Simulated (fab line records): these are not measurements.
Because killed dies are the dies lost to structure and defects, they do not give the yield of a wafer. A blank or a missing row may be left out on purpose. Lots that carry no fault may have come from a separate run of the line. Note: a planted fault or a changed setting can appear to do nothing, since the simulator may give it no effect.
Chamber matching + flow gf180mcu + 4 sister chambers for GF_CONTACT_CMP_04 on cmp-02
The step polishes SiO2. 4 wafers are shown with their chamber, then 8 later ones without.

== WAFERS PAIRED WITH THEIR CHAMBERS ==
| wafer  | chamber | motorCurrentA (A) |
|--------|---------|-------------------|
| L231.6 | 2       | 16.1              |
| L232.3 | 3       | 15.1              |
| L232.5 | 1       | 9.4               |
| L244.1 | 0       | 15.0              |

== WAFERS WITH NO CHAMBER GIVEN ==
| wafer  | motorCurrentA (A) |
|--------|-------------------|
| L244.3 | 15.8              |
| L244.6 | 14.7              |
| L245.1 | 15.5              |
| L245.2 | 14.1              |
| L245.4 | 15.9              |
| L246.1 | 14.2              |
| L246.2 | 14.1              |
| L246.3 | 9.6               |

== EACH ONE'S CHAMBER ==
| wafer  | from the rows above          | in truth |
|--------|------------------------------|----------|
| L244.3 | can't be placed: 2 or 3 or 0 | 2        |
| L244.6 | can't be placed: 0 or 3 or 2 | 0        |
| L245.1 | can't be placed: 3 or 0 or 2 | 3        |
| L245.2 | can't be placed: 0 or 3 or 2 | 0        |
| L245.4 | can't be placed: 2 or 3 or 0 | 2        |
| L246.1 | can't be placed: 0 or 3 or 2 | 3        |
| L246.2 | can't be placed: 0 or 3 or 2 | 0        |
| L246.3 | 1                            | 1        |
Correctly placed: 1 of 8. These rows do not allow placing 7 (true chamber among the candidates in 7). Wrongly placed: 0.
How it was worked out, from the rows above alone: a wafer's distance from a chamber is the root of the sum, over the readings, of the square of ((its reading less the chamber's mean) divided by the reading's scatter). If the next closest chamber is less than 2 further off than the closest, the wafer can't be placed; otherwise it belongs to the closest. A chamber's mean is the mean of its shown wafers. The scatter: root of mean squared gap, hidden wafer to nearest shown wafer, with one shown wafer a chamber.
